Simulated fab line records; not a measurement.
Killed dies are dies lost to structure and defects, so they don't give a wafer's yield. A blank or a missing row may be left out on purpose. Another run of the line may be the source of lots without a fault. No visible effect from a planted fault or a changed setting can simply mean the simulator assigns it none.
Which tool did it? || flow gf180mcu || Sampling: 24 lots, 72 wafers, 2 of 602 route steps

WHAT THE GAUGES SHOWED, per wafer
GF_V1_CD_MEAS_14: target cd 260 nm.
{"lot": "L074", "measured": "day 18 00:05", "on": "cdSem-01", "cdNm (nm)": "259.7 260.7 260.2"}
{"lot": "L075", "measured": "day 18 05:16", "on": "cdSem-02", "cdNm (nm)": "261.4 259.4 260.4"}
{"lot": "L076", "measured": "day 18 14:08", "on": "cdSem-02", "cdNm (nm)": "263.3 261.6 262.8"}
{"lot": "L077", "measured": "day 18 20:50", "on": "cdSem-01", "cdNm (nm)": "260.1 259.3 258.9"}
{"lot": "L078", "measured": "day 19 11:21", "on": "cdSem-02", "cdNm (nm)": "260.2 259.2 261.3"}
{"lot": "L079", "measured": "day 19 18:48", "on": "cdSem-01", "cdNm (nm)": "261.1 259.7 260.2"}
{"lot": "L080", "measured": "day 20 06:55", "on": "cdSem-01", "cdNm (nm)": "261.8 262.0 260.1"}
{"lot": "L081", "measured": "day 20 23:39", "on": "cdSem-01", "cdNm (nm)": "260.6 258.3 261.2"}
{"lot": "L082", "measured": "day 21 00:26", "on": "cdSem-01", "cdNm (nm)": "259.7 261.6 260.3"}
{"lot": "L083", "measured": "day 21 16:06", "on": "cdSem-02", "cdNm (nm)": "260.7 260.5 259.8"}
{"lot": "L084", "measured": "day 21 23:09", "on": "cdSem-02", "cdNm (nm)": "260.3 259.8 260.1"}
{"lot": "L085", "measured": "day 22 08:11", "on": "cdSem-02", "cdNm (nm)": "259.7 261.0 260.1"}
{"lot": "L086", "measured": "day 22 17:47", "on": "cdSem-01", "cdNm (nm)": "260.6 260.6 259.9"}
{"lot": "L087", "measured": "day 22 20:02", "on": "cdSem-02", "cdNm (nm)": "262.1 261.6 260.4"}
{"lot": "L088", "measured": "day 23 05:07", "on": "cdSem-01", "cdNm (nm)": "261.9 261.1 262.5"}
{"lot": "L089", "measured": "day 23 14:06", "on": "cdSem-02", "cdNm (nm)": "260.4 258.7 260.0"}
{"lot": "L090", "measured": "day 23 22:33", "on": "cdSem-01", "cdNm (nm)": "258.9 259.5 258.9"}
{"lot": "L091", "measured": "day 24 04:50", "on": "cdSem-02", "cdNm (nm)": "259.6 259.0 258.9"}
{"lot": "L092", "measured": "day 24 07:57", "on": "cdSem-01", "cdNm (nm)": "259.0 258.7 260.4"}
{"lot": "L093", "measured": "day 25 00:19", "on": "cdSem-02", "cdNm (nm)": "259.5 259.2 257.8"}
{"lot": "L094", "measured": "day 25 06:01", "on": "cdSem-02", "cdNm (nm)": "260.2 259.3 260.7"}
{"lot": "L095", "measured": "day 25 19:48", "on": "cdSem-01", "cdNm (nm)": "260.6 260.7 260.2"}
{"lot": "L096", "measured": "day 26 05:24", "on": "cdSem-01", "cdNm (nm)": "260.0 259.5 260.4"}
{"lot": "L097", "measured": "day 26 07:08", "on": "cdSem-01", "cdNm (nm)": "259.8 260.2 259.9"}

TOOL THAT RAN EACH LOT (tool first, then ch and the chambers of the sampled wafers, then the start)
{"lot": "L074", "GF_M1_SPUTTER_03": "pvdSputter-02, day 16 02:00"}
{"lot": "L075", "GF_M1_SPUTTER_03": "pvdSputter-03, day 16 07:29"}
{"lot": "L076", "GF_M1_SPUTTER_03": "pvdSputter-04, day 16 15:30"}
{"lot": "L077", "GF_M1_SPUTTER_03": "pvdSputter-03, day 16 21:32"}
{"lot": "L078", "GF_M1_SPUTTER_03": "pvdSputter-04, day 17 11:02"}
{"lot": "L079", "GF_M1_SPUTTER_03": "pvdSputter-02, day 17 17:47"}
{"lot": "L080", "GF_M1_SPUTTER_03": "pvdSputter-04, day 18 05:15"}
{"lot": "L081", "GF_M1_SPUTTER_03": "pvdSputter-02, day 18 21:33"}
{"lot": "L082", "GF_M1_SPUTTER_03": "pvdSputter-04, day 18 22:49"}
{"lot": "L083", "GF_M1_SPUTTER_03": "pvdSputter-03, day 19 14:11"}
{"lot": "L084", "GF_M1_SPUTTER_03": "pvdSputter-04, day 19 20:57"}
{"lot": "L085", "GF_M1_SPUTTER_03": "pvdSputter-02, day 20 07:17"}
{"lot": "L086", "GF_M1_SPUTTER_03": "pvdSputter-02, day 20 16:59"}
{"lot": "L087", "GF_M1_SPUTTER_03": "pvdSputter-02, day 20 19:12"}
{"lot": "L088", "GF_M1_SPUTTER_03": "pvdSputter-03, day 21 05:57"}
{"lot": "L089", "GF_M1_SPUTTER_03": "pvdSputter-04, day 21 14:32"}
{"lot": "L090", "GF_M1_SPUTTER_03": "pvdSputter-02, day 21 22:16"}
{"lot": "L091", "GF_M1_SPUTTER_03": "pvdSputter-04, day 22 05:26"}
{"lot": "L092", "GF_M1_SPUTTER_03": "pvdSputter-03, day 22 08:58"}
{"lot": "L093", "GF_M1_SPUTTER_03": "pvdSputter-02, day 23 02:13"}
{"lot": "L094", "GF_M1_SPUTTER_03": "pvdSputter-02, day 23 08:44"}
{"lot": "L095", "GF_M1_SPUTTER_03": "pvdSputter-03, day 23 23:09"}
{"lot": "L096", "GF_M1_SPUTTER_03": "pvdSputter-03, day 24 09:44"}
{"lot": "L097", "GF_M1_SPUTTER_03": "pvdSputter-02, day 24 11:26"}
- GF_M1_SPUTTER_03: material Ti, target thk 10 nm, time 6.7 s.

AS READ BY THE TOOLS THEMSELVES (means over the sampled wafers that have a number; for cases with no such wafer, the mark the record gives instead)
GF_M1_SPUTTER_03.
{"lot": "L074", "tool": "pvdSputter-02", "throttleValvePct (%)": 30.7}
{"lot": "L075", "tool": "pvdSputter-03", "throttleValvePct (%)": 29.9}
{"lot": "L076", "tool": "pvdSputter-04", "throttleValvePct (%)": 30.1}
{"lot": "L077", "tool": "pvdSputter-03", "throttleValvePct (%)": 28.8}
{"lot": "L078", "tool": "pvdSputter-04", "throttleValvePct (%)": 30.0}
{"lot": "L079", "tool": "pvdSputter-02", "throttleValvePct (%)": 30.3}
{"lot": "L080", "tool": "pvdSputter-04", "throttleValvePct (%)": 29.4}
{"lot": "L081", "tool": "pvdSputter-02", "throttleValvePct (%)": 30.6}
{"lot": "L082", "tool": "pvdSputter-04", "throttleValvePct (%)": 29.5}
{"lot": "L083", "tool": "pvdSputter-03", "throttleValvePct (%)": 29.8}
{"lot": "L084", "tool": "pvdSputter-04", "throttleValvePct (%)": 29.2}
{"lot": "L085", "tool": "pvdSputter-02", "throttleValvePct (%)": 30.3}
{"lot": "L086", "tool": "pvdSputter-02", "throttleValvePct (%)": 30.4}
{"lot": "L087", "tool": "pvdSputter-02", "throttleValvePct (%)": 30.5}
{"lot": "L088", "tool": "pvdSputter-03", "throttleValvePct (%)": 30.9}
{"lot": "L089", "tool": "pvdSputter-04", "throttleValvePct (%)": 29.5}
{"lot": "L090", "tool": "pvdSputter-02", "throttleValvePct (%)": 30.6}
{"lot": "L091", "tool": "pvdSputter-04", "throttleValvePct (%)": 29.4}
{"lot": "L092", "tool": "pvdSputter-03", "throttleValvePct (%)": 29.8}
{"lot": "L093", "tool": "pvdSputter-02", "throttleValvePct (%)": 30.1}
{"lot": "L094", "tool": "pvdSputter-02", "throttleValvePct (%)": 30.8}
{"lot": "L095", "tool": "pvdSputter-03", "throttleValvePct (%)": 29.9}
{"lot": "L096", "tool": "pvdSputter-03", "throttleValvePct (%)": 29.6}
{"lot": "L097", "tool": "pvdSputter-02", "throttleValvePct (%)": 30.3}

THE ANSWER, worked out from the rows above alone
Rule: usual is defined by the lots themselves. Put in order of their means at a reading, lots are off if they are a third of the lots or fewer, leave a main group of 4 or more, and stand apart from it by a gap of 3 or more times the standard deviation of the main group's means; of several such gaps the widest counts. If all means in a main group match to the digits the tables above print for the reading, that group is not used. Also off: a lot with no number at a reading for which 4 or more lots have one. All remaining lots with rows at the step are treated as sound. Order of review: gauges by route order, followed by the tools' own readings, for which a lot's mean as printed above is used. The first step at which some lot is off is used, and at that step the reading that is off furthest; a lot without a number counts as furthest.
Across all readings shown, no lot is off: no conclusion can be drawn from this.

WHAT HAD BEEN PUT IN BY THE SIMULATOR
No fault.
